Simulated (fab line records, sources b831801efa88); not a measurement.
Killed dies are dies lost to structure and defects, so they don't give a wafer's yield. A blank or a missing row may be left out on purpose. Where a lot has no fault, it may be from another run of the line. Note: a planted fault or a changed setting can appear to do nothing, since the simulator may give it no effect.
Problem report in the 8D (eight disciplines) form, filled by code + flow sky130 + the parts of the form that need people (team, actions taken, sign-off) are left out

## 1. THE ISSUE
At SKY_PAD_OPEN_PROBE_99, killedAtContacts averages 186 over 6 wafers from 2 lots, while fault-free wafers read 25, standard deviation 5.3. Measured from the usual mean, that is +30 standard deviations.
First observed at day 49 04:55: wafer L307.1, on prober-01. At this step, 12 wafers from 4 lots have a number in the record. Rule for "out" (also "out of limits"): further than 4 standard deviations from the usual mean. The other wafers with a number count as sound.

## 2. WHAT IT IS, AND WHAT IT ISN'T
| question                    | is                                        | is not                                                             |
|-----------------------------|-------------------------------------------|--------------------------------------------------------------------|
| which readings at this step | killedAtContacts, killedDies, killedOnRim | killed_at_M4_up, killedAtFrontEnd, killedAtOther, killedShort      |
| which lots                  | L307, L308                                | L298, L312                                                         |
| which wafers of those lots  | all that have a number                    | -                                                                  |
| read on which tools         | prober-01, prober-02                      | -                                                                  |
| when                        | from day 49 04:55                         | up to then (3 sound wafers); but 3 sound wafers of L312 came after |

## 3. WHAT RULES OUT EACH SUSPECT
Counting: any tool at a process step up to the reading is kept as a suspect provided that every lot that is out went through it and no sound lot did after the first of them.
- cmp-02 at SKY_LI_CONTACT_CMP_24 (polishes, stops on PSG, t overpolish 20 s, target thk 0 nm): kept. It processed each lot that is out, first L307 at day 33 14:53, and no sound lot thereafter; up to then, the last sound lot it processed was L298 at day 30 19:14.
After counting, what remains is cmp-02 at SKY_LI_CONTACT_CMP_24.

## 4. THE CAUSE (what the simulator had put in)
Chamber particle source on cmp-02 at SKY_LI_CONTACT_CMP_24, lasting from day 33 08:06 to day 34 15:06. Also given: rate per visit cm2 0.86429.
This tool alone remained once counting was done.

## 5. SEQUENCE OF EFFECTS, ordered by route
Each row: a reading whose mean over the struck wafers that have a number lies more than 3 standard deviations from the usual. Only readings whose record carries a usual standard deviation are examined. hours: median over the lots of the time between each lot's start at the first step of this table that gives one and its start at this step. sigmas: the change, counted in usual standard deviations.
| hours | step                  | reading          | usual | on struck wafers | change | sigmas |
|-------|-----------------------|------------------|-------|------------------|--------|--------|
| 0     | SKY_PAD_OPEN_PROBE_99 | killedAtContacts | 25    | 186              | +161   | +30    |
| 0     | SKY_PAD_OPEN_PROBE_99 | killedDies       | 87    | 237              | +150   | +17    |
| 0     | SKY_PAD_OPEN_PROBE_99 | killedOnRim      | 17    | 46               | +29    | +7.7   |
The process steps in it:
- SKY_PAD_OPEN_PROBE_99

## 6. HOW IT WOULD HAVE BEEN CAUGHT EARLIER
In this record no reading fell out of limits until day 49 04:55, 381 hours after the fault had begun at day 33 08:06.
Of the tool readings at SKY_LI_CONTACT_CMP_24 for which the record gives a usual standard deviation, none was out on any struck wafer, so an alarm limit of 4 standard deviations on them would not have fired.
Lots out: 2; all had begun SKY_LI_CONTACT_CMP_24 on cmp-02 by day 49 04:55. Had the tool been put on hold then, not one of them would have been saved.
